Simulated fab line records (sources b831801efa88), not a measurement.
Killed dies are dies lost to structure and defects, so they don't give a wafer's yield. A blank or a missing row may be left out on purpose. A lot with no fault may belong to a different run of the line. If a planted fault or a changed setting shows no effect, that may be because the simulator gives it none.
What tool caused it? -- flow gf180mcu -- 13 lots with 39 wafers sampled at 3 steps, on a route of 602 steps

== WHAT THE GAUGES READ, wafer by wafer ==
GF_VT_IMPLANT_OVL_MEAS_40. Usual: VT_IMPLANT_03_OVL 0.2 nm, standard deviation 1.4.
lot,measured,on,VT_IMPLANT_03_OVL (nm),flag
L802,day 7 12:08,overlay-02,1.3 -0.6 0.8,
L803,day 7 18:57,overlay-02,1.3 0.0 -0.3,
L804,day 8 00:22,overlay-02,0.5 0.6 -0.2,
L805,day 8 10:26,overlay-01,1.8 1.7 1.0,
L806,day 8 13:47,overlay-02,1.1 1.9 1.1,
L807,day 8 21:27,overlay-01,1.4 3.4 3.0,
L808,day 9 04:16,overlay-02,0.7 -0.1 2.2,
L810,day 9 16:27,overlay-02,-0.1 -1.4 0.1,
L811,day 10 04:52,overlay-01,0.4 1.5 1.6,
L813,day 10 14:55,overlay-01,115.7 116.8 116.2,OFF
L815,day 11 03:56,overlay-01,-0.8 0.6 0.6,
L818,day 11 23:34,overlay-02,113.6 114.4 113.8,OFF
L821,day 12 20:01,overlay-02,0.0 -0.2 -2.1,

GF_PSD_OVL_MEAS_08. Usual: PSD_OVL 0.2 nm, standard deviation 1.3.
lot,measured,on,PSD_OVL (nm),flag
L802,day 14 09:03,overlay-02,2.4 2.0 -0.1,
L803,day 14 18:08,overlay-01,-1.2 -0.4 -0.6,
L804,day 14 20:05,overlay-02,-0.9 -0.4 -0.3,
L805,day 15 11:13,overlay-01,0.0 -0.6 -1.3,
L806,day 15 11:20,overlay-02,-2.4 -0.7 -0.3,
L807,day 16 00:59,overlay-02,-0.7 3.6 1.4,
L808,day 16 11:31,overlay-01,-0.6 0.8 1.6,
L810,day 17 02:38,overlay-01,-0.1 -1.5 -0.2,
L811,day 17 10:59,overlay-02,1.2 0.2 0.9,
L813,day 18 00:34,overlay-01,2.0 3.7 1.6,
L815,day 18 22:22,overlay-01,1.0 1.0 1.2,
L818,day 19 16:37,overlay-02,-0.6 -1.1 -0.2,
L821,day 21 01:17,overlay-01,2.2 3.8 2.0,

== WHICH TOOL RAN EACH LOT (tool, then ch and the chambers of the sampled wafers, then the start) ==
lot,GF_VT_IMPLANT_EXPOSE_37
L802,"iline stepper-02 ch 0, day 7 04:14"
L803,"iline stepper-01 ch 0, day 7 11:19"
L804,"iline stepper-02 ch 0, day 7 16:07"
L805,"iline stepper-02 ch 0, day 8 02:19"
L806,"iline stepper-01 ch 0, day 8 06:07"
L807,"iline stepper-01 ch 0, day 8 13:17"
L808,"iline stepper-02 ch 0, day 8 20:35"
L810,"iline stepper-01 ch 0, day 9 08:16"
L811,"iline stepper-01 ch 0, day 9 20:25"
L813,"iline stepper-02 ch 0, day 10 07:05"
L815,"iline stepper-01 ch 0, day 10 19:11"
L818,"iline stepper-02 ch 0, day 11 14:04"
L821,"iline stepper-01 ch 0, day 12 10:07"
- GF_VT_IMPLANT_EXPOSE_37: exposes mask Nwell HV AREA, target cd 860 nm.

== WHAT THE TOOLS THEMSELVES READ (means of the sampled wafers that have a number; where no wafer has one, the mark that the record gives instead) ==
GF_VT_IMPLANT_EXPOSE_37. Usual: stage vel mm s 499.99 mm/s, standard deviation 0.22.
lot,tool,stage vel mm s (mm/s),flag
L802,iline stepper-02,499.73,
L803,iline stepper-01,500.15,
L804,iline stepper-02,500.02,
L805,iline stepper-02,500.29,
L806,iline stepper-01,500.03,
L807,iline stepper-01,499.98,
L808,iline stepper-02,499.95,
L810,iline stepper-01,500.18,
L811,iline stepper-01,500.27,
L813,iline stepper-02,499.91,
L815,iline stepper-01,500.10,
L818,iline stepper-02,499.96,
L821,iline stepper-01,499.95,

== THE ANSWER, worked out from the rows above alone ==
Rule: lot off if the mean of its wafers having a number is beyond 3 standard deviations from the usual mean. Also off: a lot with no number at a reading for which 4 or more lots have one. Where the step has rows for the other lots, those lots are counted as sound. After the gauges, taken in route order, come the tools' own readings; for these a lot's mean is taken, as printed above. At the first step where some lot is off, the reading lying furthest off is the one used; lots without a number count as furthest.
Off: L813, L818, seen at GF_VT_IMPLANT_OVL_MEAS_40 (VT_IMPLANT_03_OVL).
A tool fits if, at a process step before that reading, it ran every lot that is off, and no sound lot after the first of them. Those tools and the gauges at GF_VT_IMPLANT_OVL_MEAS_40 are tried in the same way. One fits: iline stepper-02 at GF_VT_IMPLANT_EXPOSE_37. A fault onset in the window from L808 (day 8 20:35, its last sound lot) to L813 (day 10 07:05, its first lot off) fits.

== WHAT HAD BEEN PUT IN BY THE SIMULATOR ==
Scanner matching overlay: iline stepper-02, from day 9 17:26 on, at GF_VT_IMPLANT_EXPOSE_37. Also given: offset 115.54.
Lots struck among those shown: L813, L818. Same finding as the rule above.
